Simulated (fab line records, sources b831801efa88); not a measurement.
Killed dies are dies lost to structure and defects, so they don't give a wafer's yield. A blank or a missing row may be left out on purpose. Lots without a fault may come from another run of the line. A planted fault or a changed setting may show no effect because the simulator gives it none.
Problem report in the 8D (eight disciplines) form, filled by code | flow gf180mcu | the parts of the form that need people (team, actions taken, sign-off) are left out

1. THE PROBLEM
V3_CVD_00_THK at GF_V3_THK_MEAS_01 reads a mean of 491 nm on 6 wafers of 2 lots; wafers without a fault read 601 nm with a standard deviation of 6.6. That is -17 standard deviations from the usual mean.
First seen on wafer L293.4, day 26 21:23, on film_metro-03. The record holds 36 wafers of 12 lots with a number at this step. Rule for "out", or "out of limits": more than 4 standard deviations from the usual mean. The other wafers with a number count as sound.

2. WHAT IT IS AND WHAT IT IS NOT
question                    | is                           | is not
which readings at this step | V3_CVD_00_THK                | -
which lots                  | L293, L295                   | L277, L278, L279, L280, L283, L289, L296, L297, L299, L300
which wafers of those lots  | all that have a number       | -
read on which gauges        | film_metro-02, film_metro-03 | film_metro-04
when                        | from day 26 21:23            | up to then (18 sound wafers); but 12 sound wafers of L296, L297, L299, L300 came after

3. SUSPECTS, AND WHAT RULES EACH OUT
Counting: a tool at a process step up to the reading stays a suspect if it ran every lot that is out and no sound lot after the first of them.
- the gauge at GF_V3_THK_MEAS_01: ruled out. The wafers that are out were read on 2 gauges (film_metro-02, film_metro-03).
- rie_diel-03 at GF_V2_ETCH_16 (etches BARC in N2/H2): ruled out as a lasting fault. Sound lots L299 ran on it after its first lot that is out, L293 (day 25 21:46).
- hdpcvd-02 at GF_V3_CVD_00 (deposits SiO2, target thk 600 nm, time 100 s): kept. It ran every lot that is out, first L293 (day 26 21:20), and no sound lot after that; its last sound lot up to then is L283 (day 23 18:35).
Left after counting: hdpcvd-02 at GF_V3_CVD_00.

4. THE CAUSE (what the simulator had put in)
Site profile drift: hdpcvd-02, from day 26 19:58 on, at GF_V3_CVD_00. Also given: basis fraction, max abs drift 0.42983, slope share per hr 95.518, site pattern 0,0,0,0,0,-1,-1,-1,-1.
Counting left only this tool.

5. THE CHAIN OF EFFECTS, in route order
Each row: a reading whose mean over the struck wafers that have a number lies more than 3 standard deviations from the usual. Only readings for which the record gives a usual standard deviation are gone through. hours: the time from each lot's start at the first step in this table that gives one to its start at this step, as a median over the lots. sigmas: the change in usual standard deviations.
hours | step              | reading       | usual  | on struck wafers | change | sigmas
0     | GF_V3_THK_MEAS_01 | V3_CVD_00_THK | 601 nm | 491              | -110   | -17

6. WHAT WOULD HAVE CAUGHT IT SOONER
In this record the first reading out of limits at a measuring or inspecting step was taken at day 26 21:23, 1 hour after the fault began at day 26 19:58.
Of the lots that are out (2), L295 began GF_V3_CVD_00 on hdpcvd-02 after day 26 21:23. A hold on the tool at that time would have spared it.
